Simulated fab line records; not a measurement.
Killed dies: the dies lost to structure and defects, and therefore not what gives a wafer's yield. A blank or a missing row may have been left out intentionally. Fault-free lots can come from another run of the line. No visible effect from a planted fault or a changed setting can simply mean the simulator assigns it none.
Matching of chambers / flow sfq-line / pecvd-03 running SFQ_TRILAYER_I0_DEP_PECVD_027: 3 sister chambers
The step deposits SiO2 from SiH4/N2O, time 111.11 s, target thk 500 nm. 6 wafers are shown with their chamber, then 7 later ones without.

== WAFERS WITH THEIR CHAMBER ==
wafer=L216.6; chamber=2; throttle-valve-pct (%)=24.0; heater-power-w (W)=92
wafer=L218.6; chamber=2; throttle-valve-pct (%)=24.4; heater-power-w (W)=90
wafer=L228.5; chamber=1; throttle-valve-pct (%)=22.9; heater-power-w (W)=113
wafer=L228.6; chamber=0; throttle-valve-pct (%)=22.4; heater-power-w (W)=95
wafer=L234.2; chamber=0; throttle-valve-pct (%)=22.4; heater-power-w (W)=110
wafer=L234.3; chamber=1; throttle-valve-pct (%)=23.0; heater-power-w (W)=110

== WAFERS WHOSE CHAMBER IS MISSING ==
wafer=L234.4; throttle-valve-pct (%)=22.4; heater-power-w (W)=88
wafer=L235.1; throttle-valve-pct (%)=24.7; heater-power-w (W)=89
wafer=L235.3; throttle-valve-pct (%)=22.3; heater-power-w (W)=103
wafer=L235.4; throttle-valve-pct (%)=22.4; heater-power-w (W)=105
wafer=L236.2; throttle-valve-pct (%)=22.4; heater-power-w (W)=90
wafer=L236.5; throttle-valve-pct (%)=22.6; heater-power-w (W)=96
wafer=L236.6; throttle-valve-pct (%)=23.1; heater-power-w (W)=110

== THE CHAMBER EACH PASSED THROUGH ==
wafer=L234.4; from the rows above=0; in truth=0
wafer=L235.1; from the rows above=2; in truth=2
wafer=L235.3; from the rows above=0; in truth=0
wafer=L235.4; from the rows above=0; in truth=0
wafer=L236.2; from the rows above=0; in truth=0
wafer=L236.5; from the rows above=can't be placed: 0 or 1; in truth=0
wafer=L236.6; from the rows above=1; in truth=1
Placed correctly: 6 of 7. Not placeable from these rows: 1 (in 1, the candidates include the true chamber). Placed wrongly: 0.
How it was worked out, from the rows above alone: a wafer's distance from a chamber is the root of the sum, over the readings, of the square of ((its reading less the chamber's mean) divided by the reading's scatter). If the next closest chamber is less than 2 further off than the closest, the wafer can't be placed; otherwise it belongs to the closest. The mean given for a chamber averages the wafers shown for that chamber. The scatter is the square root of a quotient: the sum, over the shown wafers, of each reading's squared deviation from its chamber's mean, divided by wafers minus chambers.
